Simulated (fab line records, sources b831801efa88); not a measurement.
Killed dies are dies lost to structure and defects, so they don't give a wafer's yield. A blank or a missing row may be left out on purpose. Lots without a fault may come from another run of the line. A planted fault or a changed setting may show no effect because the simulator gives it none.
Chamber matching | flow sky130 | SKY_VIA3_ETCH_15 on rie_diel-02: 4 sister chambers
The step etches SiO2 in C4F8/O2/Ar, stops on TiN, target depth 507 nm, time 78 s. 4 wafers are shown with their chamber, then 8 later ones without.

WAFERS WITH THEIR CHAMBER
wafer  | chamber | oes_product_au (a.u.)
L083.2 | 1       | 0.939
L083.4 | 3       | 0.936
L087.5 | 0       | 0.935
L095.2 | 2       | 0.943

WAFERS WITHOUT THEIR CHAMBER
wafer  | oes_product_au (a.u.)
L095.3 | 0.938
L095.5 | 0.941
L096.2 | 0.937
L096.3 | 0.940
L096.5 | 0.943
L097.1 | 0.929
L097.5 | 0.934
L097.6 | 0.942

WHICH CHAMBER EACH WENT THROUGH
wafer  | from the rows above               | in truth
L095.3 | can't be placed: 1 or 3 or 0 or 2 | 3
L095.5 | can't be placed: 1 or 2 or 3 or 0 | 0
L096.2 | can't be placed: 3 or 1 or 0      | 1
L096.3 | can't be placed: 1 or 2 or 3 or 0 | 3
L096.5 | can't be placed: 2 or 1           | 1
L097.1 | can't be placed: 0 or 3 or 1      | 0
L097.5 | can't be placed: 0 or 3 or 1      | 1
L097.6 | can't be placed: 2 or 1           | 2
Placed correctly: 0 of 8. Can't be placed from these rows: 8 (the true chamber is among the candidates in 8). Placed wrongly: 0.
How it was worked out, from the rows above alone: a wafer's distance from a chamber is the root of the sum, over the readings, of the square of ((its reading less the chamber's mean) divided by the reading's scatter). The wafer belongs to the nearest chamber; if the next one is less than 2 further off, it can't be placed. A chamber's mean is the mean of its shown wafers. The scatter: with one shown wafer a chamber, the root of the mean of the squares of how far each hidden wafer lies from its nearest shown one.
